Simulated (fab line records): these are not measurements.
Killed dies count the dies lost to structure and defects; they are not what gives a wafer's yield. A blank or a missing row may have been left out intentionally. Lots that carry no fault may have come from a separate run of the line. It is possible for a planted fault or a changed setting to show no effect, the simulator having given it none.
Which of the tools did it? || flow gf180mcu || Sampling: 12 lots, 36 wafers, 6 of 602 route steps

== WHAT THE GAUGES READ, wafer by wafer ==
GF_STI_CD_MEAS_12 targets a cd of 220 nm.
{"lot": "L545", "measured": "day 2 07:25", "on": "cd_sem-01", "cd_nm (nm)": "220.1 221.4 219.4"}
{"lot": "L546", "measured": "day 2 12:19", "on": "cd_sem-01", "cd_nm (nm)": "222.0 221.3 220.4"}
{"lot": "L549", "measured": "day 3 03:16", "on": "cd_sem-02", "cd_nm (nm)": "218.4 219.1 219.8"}
{"lot": "L551", "measured": "day 3 16:01", "on": "cd_sem-01", "cd_nm (nm)": "221.1 219.7 221.4"}
{"lot": "L552", "measured": "day 3 19:12", "on": "cd_sem-01", "cd_nm (nm)": "219.9 220.1 221.9"}
{"lot": "L553", "measured": "day 4 00:01", "on": "cd_sem-01", "cd_nm (nm)": "218.6 218.4 220.2"}
{"lot": "L556", "measured": "day 4 15:52", "on": "cd_sem-02", "cd_nm (nm)": "218.8 218.5 219.6"}
{"lot": "L557", "measured": "day 4 19:50", "on": "cd_sem-02", "cd_nm (nm)": "220.5 221.1 220.4"}
{"lot": "L560", "measured": "day 5 12:27", "on": "cd_sem-02", "cd_nm (nm)": "221.9 221.4 221.1"}
{"lot": "L564", "measured": "day 6 08:08", "on": "cd_sem-01", "cd_nm (nm)": "221.3 222.1 221.2"}
{"lot": "L565", "measured": "day 6 13:23", "on": "cd_sem-02", "cd_nm (nm)": "221.9 221.1 220.9"}
{"lot": "L566", "measured": "day 6 18:35", "on": "cd_sem-01", "cd_nm (nm)": "218.9 219.6 219.1"}

GF_STI_THK_MEAS_30.
{"lot": "L545", "measured": "day 2 12:04", "on": "film_metro-01", "STI_OXIDATION_02_THK (nm)": "10.09 10.12 10.17"}
{"lot": "L546", "measured": "day 2 17:13", "on": "film_metro-02", "STI_OXIDATION_02_THK (nm)": "10.03 9.90 9.98"}
{"lot": "L549", "measured": "day 3 08:02", "on": "film_metro-01", "STI_OXIDATION_02_THK (nm)": "10.12 10.03 10.03"}
{"lot": "L551", "measured": "day 3 20:24", "on": "film_metro-01", "STI_OXIDATION_02_THK (nm)": "9.87 9.72 9.82"}
{"lot": "L552", "measured": "day 4 00:55", "on": "film_metro-02", "STI_OXIDATION_02_THK (nm)": "10.23 10.06 10.33"}
{"lot": "L553", "measured": "day 4 04:41", "on": "film_metro-02", "STI_OXIDATION_02_THK (nm)": "9.80 9.69 9.83"}
{"lot": "L556", "measured": "day 4 20:55", "on": "film_metro-02", "STI_OXIDATION_02_THK (nm)": "10.13 9.97 10.09"}
{"lot": "L557", "measured": "day 5 00:42", "on": "film_metro-02", "STI_OXIDATION_02_THK (nm)": "10.06 10.06 9.98"}
{"lot": "L560", "measured": "day 5 17:10", "on": "film_metro-02", "STI_OXIDATION_02_THK (nm)": "10.12 10.30 10.30"}
{"lot": "L564", "measured": "day 6 12:55", "on": "film_metro-04", "STI_OXIDATION_02_THK (nm)": "10.05 9.91 9.81"}
{"lot": "L565", "measured": "day 6 17:55", "on": "film_metro-04", "STI_OXIDATION_02_THK (nm)": "10.16 10.07 10.13"}
{"lot": "L566", "measured": "day 7 00:19", "on": "film_metro-04", "STI_OXIDATION_02_THK (nm)": "10.21 10.26 10.23"}

GF_LVPWELL_TW_MEAS_11.
{"lot": "L545", "measured": "day 4 02:37", "on": "film_metro-02", "LVPWELL_TW": "560 558 559"}
{"lot": "L546", "measured": "day 4 08:11", "on": "film_metro-02", "LVPWELL_TW": "561 561 561"}
{"lot": "L549", "measured": "day 5 00:23", "on": "film_metro-03", "LVPWELL_TW": "563 562 563"}
{"lot": "L551", "measured": "day 5 14:33", "on": "film_metro-03", "LVPWELL_TW": "561 562 564"}
{"lot": "L552", "measured": "day 5 18:18", "on": "film_metro-03", "LVPWELL_TW": "560 562 564"}
{"lot": "L553", "measured": "day 5 23:17", "on": "film_metro-02", "LVPWELL_TW": "559 555 557"}
{"lot": "L556", "measured": "day 6 16:05", "on": "film_metro-01", "LVPWELL_TW": "558 562 561"}
{"lot": "L557", "measured": "day 6 22:14", "on": "film_metro-03", "LVPWELL_TW": "486 486 487"}
{"lot": "L560", "measured": "day 7 15:05", "on": "film_metro-02", "LVPWELL_TW": "482 485 487"}
{"lot": "L564", "measured": "day 8 11:50", "on": "film_metro-01", "LVPWELL_TW": "560 559 557"}
{"lot": "L565", "measured": "day 8 17:38", "on": "film_metro-03", "LVPWELL_TW": "569 568 568"}
{"lot": "L566", "measured": "day 9 01:17", "on": "film_metro-02", "LVPWELL_TW": "558 558 559"}

GF_VT_IMPLANT_RS_MEAS_48: uses a four-point probe to measure.
{"lot": "L545", "measured": "day 7 19:11", "on": "film_metro-02", "LVPWELL_RS (ohm/sq)": "1195.9 1197.6 1192.5"}
{"lot": "L546", "measured": "day 8 00:17", "on": "film_metro-02", "LVPWELL_RS (ohm/sq)": "1193.5 1195.3 1192.7"}
{"lot": "L549", "measured": "day 8 20:35", "on": "film_metro-01", "LVPWELL_RS (ohm/sq)": "1192.8 1192.5 1191.3"}
{"lot": "L551", "measured": "day 9 15:16", "on": "film_metro-01", "LVPWELL_RS (ohm/sq)": "1199.0 1195.6 1198.4"}
{"lot": "L552", "measured": "day 9 16:43", "on": "film_metro-02", "LVPWELL_RS (ohm/sq)": "1194.0 1199.0 1194.5"}
{"lot": "L553", "measured": "day 9 23:55", "on": "film_metro-01", "LVPWELL_RS (ohm/sq)": "1195.6 1198.3 1197.0"}
{"lot": "L556", "measured": "day 10 20:05", "on": "film_metro-02", "LVPWELL_RS (ohm/sq)": "1199.4 1199.2 1198.4"}
{"lot": "L557", "measured": "day 11 04:11", "on": "film_metro-01", "LVPWELL_RS (ohm/sq)": "1605.0 1600.6 1609.1"}
{"lot": "L560", "measured": "day 12 00:09", "on": "film_metro-02", "LVPWELL_RS (ohm/sq)": "1607.5 1608.3 1605.4"}
{"lot": "L564", "measured": "day 13 02:00", "on": "film_metro-01", "LVPWELL_RS (ohm/sq)": "1198.5 1197.3 1195.1"}
{"lot": "L565", "measured": "day 13 09:16", "on": "film_metro-02", "LVPWELL_RS (ohm/sq)": "1198.5 1196.9 1197.5"}
{"lot": "L566", "measured": "day 13 18:46", "on": "film_metro-03", "LVPWELL_RS (ohm/sq)": "1197.5 1194.1 1198.1"}

== WHICH TOOL RAN EACH LOT (tool, then ch and the chambers of the sampled wafers, then the start) ==
{"lot": "L545", "GF_STI_ETCH_13": "rie_diel-01 ch 2,3, day 2 07:29", "GF_LVPWELL_IMPLANT_08": "implanter-01 ch 0, day 4 02:16"}
{"lot": "L546", "GF_STI_ETCH_13": "rie_diel-03 ch 0,1,2, day 2 12:25", "GF_LVPWELL_IMPLANT_08": "implanter-01 ch 0, day 4 07:48"}
{"lot": "L549", "GF_STI_ETCH_13": "rie_diel-01 ch 0,2,3, day 3 03:22", "GF_LVPWELL_IMPLANT_08": "implanter-04 ch 0, day 5 00:00"}
{"lot": "L551", "GF_STI_ETCH_13": "rie_diel-02 ch 1,2,3, day 3 16:06", "GF_LVPWELL_IMPLANT_08": "implanter-03 ch 0, day 5 14:11"}
{"lot": "L552", "GF_STI_ETCH_13": "rie_diel-01 ch 1,2,3, day 3 19:18", "GF_LVPWELL_IMPLANT_08": "implanter-04 ch 0, day 5 17:55"}
{"lot": "L553", "GF_STI_ETCH_13": "rie_diel-01 ch 0,2,3, day 4 00:08", "GF_LVPWELL_IMPLANT_08": "implanter-03 ch 0, day 5 22:53"}
{"lot": "L556", "GF_STI_ETCH_13": "rie_diel-02 ch 0,2,3, day 4 15:59", "GF_LVPWELL_IMPLANT_08": "implanter-01 ch 0, day 6 15:41"}
{"lot": "L557", "GF_STI_ETCH_13": "rie_diel-03 ch 0,1, day 4 19:58", "GF_LVPWELL_IMPLANT_08": "implanter-03 ch 0, day 6 21:50"}
{"lot": "L560", "GF_STI_ETCH_13": "rie_diel-02 ch 1,2, day 5 12:33", "GF_LVPWELL_IMPLANT_08": "implanter-03 ch 0, day 7 14:42"}
{"lot": "L564", "GF_STI_ETCH_13": "rie_diel-03 ch 1,3, day 6 08:15", "GF_LVPWELL_IMPLANT_08": "implanter-01 ch 0, day 8 11:26"}
{"lot": "L565", "GF_STI_ETCH_13": "rie_diel-01 ch 0,2,3, day 6 13:30", "GF_LVPWELL_IMPLANT_08": "implanter-01 ch 0, day 8 17:14"}
{"lot": "L566", "GF_STI_ETCH_13": "rie_diel-01 ch 1,2,3, day 6 18:41", "GF_LVPWELL_IMPLANT_08": "implanter-04 ch 0, day 9 00:55"}
- GF_STI_ETCH_13: etches the open film in CHF3/O2, stops on Si, target depth 282.31 nm, time 112.9 s.
- GF_LVPWELL_IMPLANT_08

== WHAT THE TOOLS THEMSELVES READ (means of the sampled wafers that have a number; where no wafer has one, the mark that the record gives instead) ==
GF_STI_ETCH_13.
{"lot": "L545", "tool": "rie_diel-01", "bias_w (W)": 200.0, "drypump_motor_current_A (A)": 6.7, "oes_product_au (a.u.)": 0.834, "throttle_valve_pct (%)": 8.807}
{"lot": "L546", "tool": "rie_diel-03", "bias_w (W)": 200.5, "drypump_motor_current_A (A)": 6.0, "oes_product_au (a.u.)": 0.834, "throttle_valve_pct (%)": 8.812}
{"lot": "L549", "tool": "rie_diel-01", "bias_w (W)": 199.6, "drypump_motor_current_A (A)": 6.5, "oes_product_au (a.u.)": 0.835, "throttle_valve_pct (%)": 8.810}
{"lot": "L551", "tool": "rie_diel-02", "bias_w (W)": 199.9, "drypump_motor_current_A (A)": 5.7, "oes_product_au (a.u.)": 0.829, "throttle_valve_pct (%)": 8.816}
{"lot": "L552", "tool": "rie_diel-01", "bias_w (W)": 199.9, "drypump_motor_current_A (A)": 6.3, "oes_product_au (a.u.)": 0.825, "throttle_valve_pct (%)": 8.808}
{"lot": "L553", "tool": "rie_diel-01", "bias_w (W)": 200.3, "drypump_motor_current_A (A)": 6.5, "oes_product_au (a.u.)": 0.836, "throttle_valve_pct (%)": 8.818}
{"lot": "L556", "tool": "rie_diel-02", "bias_w (W)": 200.4, "drypump_motor_current_A (A)": 5.8, "oes_product_au (a.u.)": 0.833, "throttle_valve_pct (%)": 8.816}
{"lot": "L557", "tool": "rie_diel-03", "bias_w (W)": 199.8, "drypump_motor_current_A (A)": 6.3, "oes_product_au (a.u.)": 0.827, "throttle_valve_pct (%)": 8.810}
{"lot": "L560", "tool": "rie_diel-02", "bias_w (W)": 200.5, "drypump_motor_current_A (A)": 5.4, "oes_product_au (a.u.)": 0.835, "throttle_valve_pct (%)": 8.817}
{"lot": "L564", "tool": "rie_diel-03", "bias_w (W)": 199.9, "drypump_motor_current_A (A)": 6.2, "oes_product_au (a.u.)": 0.835, "throttle_valve_pct (%)": 8.815}
{"lot": "L565", "tool": "rie_diel-01", "bias_w (W)": 200.1, "drypump_motor_current_A (A)": 6.5, "oes_product_au (a.u.)": 0.829, "throttle_valve_pct (%)": 8.805}
{"lot": "L566", "tool": "rie_diel-01", "bias_w (W)": 199.6, "drypump_motor_current_A (A)": 6.3, "oes_product_au (a.u.)": 0.822, "throttle_valve_pct (%)": 8.813}

GF_LVPWELL_IMPLANT_08.
{"lot": "L545", "tool": "implanter-01", "dose_ions_cm2": 1.5020e+13, "faraday_current_uA": 84.4}
{"lot": "L546", "tool": "implanter-01", "dose_ions_cm2": 1.5007e+13, "faraday_current_uA": 84.6}
{"lot": "L549", "tool": "implanter-04", "dose_ions_cm2": 1.5004e+13, "faraday_current_uA": 84.2}
{"lot": "L551", "tool": "implanter-03", "dose_ions_cm2": 1.5008e+13, "faraday_current_uA": 83.3}
{"lot": "L552", "tool": "implanter-04", "dose_ions_cm2": 1.4991e+13, "faraday_current_uA": 82.7}
{"lot": "L553", "tool": "implanter-03", "dose_ions_cm2": 1.4997e+13, "faraday_current_uA": 84.5}
{"lot": "L556", "tool": "implanter-01", "dose_ions_cm2": 1.5017e+13, "faraday_current_uA": 85.0}
{"lot": "L557", "tool": "implanter-03", "dose_ions_cm2": 8.2103e+12, "faraday_current_uA": 46.3}
{"lot": "L560", "tool": "implanter-03", "dose_ions_cm2": 8.2217e+12, "faraday_current_uA": 46.7}
{"lot": "L564", "tool": "implanter-01", "dose_ions_cm2": 1.5006e+13, "faraday_current_uA": 85.5}
{"lot": "L565", "tool": "implanter-01", "dose_ions_cm2": 1.4990e+13, "faraday_current_uA": 82.6}
{"lot": "L566", "tool": "implanter-04", "dose_ions_cm2": 1.5018e+13, "faraday_current_uA": 83.2}

== THE ANSWER, worked out from the rows above alone ==
Rule: the lots themselves supply what counts as usual. The widest of any qualifying gaps counts: lots, ordered by their means at a reading, are off when they make up no more than a third of the lots, leave a main group of 4 or more, and stand apart from it by 3 or more times the standard deviation of that group's means. Not used: any main group whose means are identical at the precision the tables above print for the reading. A lot without any number at a reading at which 4 lots or more have one is off too. All remaining lots with rows at the step are treated as sound. First the gauges in route order, then the tools' own readings, where a lot's mean is used as printed above. The first step at which some lot is off is used, and at that step the reading that is off furthest; a lot without a number counts as furthest.
Off: at GF_LVPWELL_TW_MEAS_11 (LVPWELL_TW), L557, L560. Main group: mean 561, sd 3.
If a tool, at a process step before that reading, ran all the lots that are off and no sound lot after the first of them, it fits. The gauges at GF_LVPWELL_TW_MEAS_11 aren't tried: what is off there is off at GF_LVPWELL_IMPLANT_08 too, on other tools, and a gauge's error can't cause that. One fits: implanter-03 at GF_LVPWELL_IMPLANT_08. Its last sound lot is L553 (day 5 22:53), its first lot that is off L557 (day 6 21:50): a fault that began between those two fits.
The tool's own readings at GF_LVPWELL_IMPLANT_08 bear it out: on the lots that are off they differ by more than 5 times the standard deviation of the sound lots' means. dose_ions_cm2 reads 8.2160e+12 there against 1.5006e+13 on the sound lots; faraday_current_uA reads 46.5 there against 84.0 on the sound lots.

== WHAT WAS PUT IN BY THE SIMULATOR ==
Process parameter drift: implanter-03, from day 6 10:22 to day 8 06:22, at GF_LVPWELL_IMPLANT_08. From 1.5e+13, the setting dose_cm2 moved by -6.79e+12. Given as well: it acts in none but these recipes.
Lots struck among those shown: L557, L560. The rule above reached the same finding.
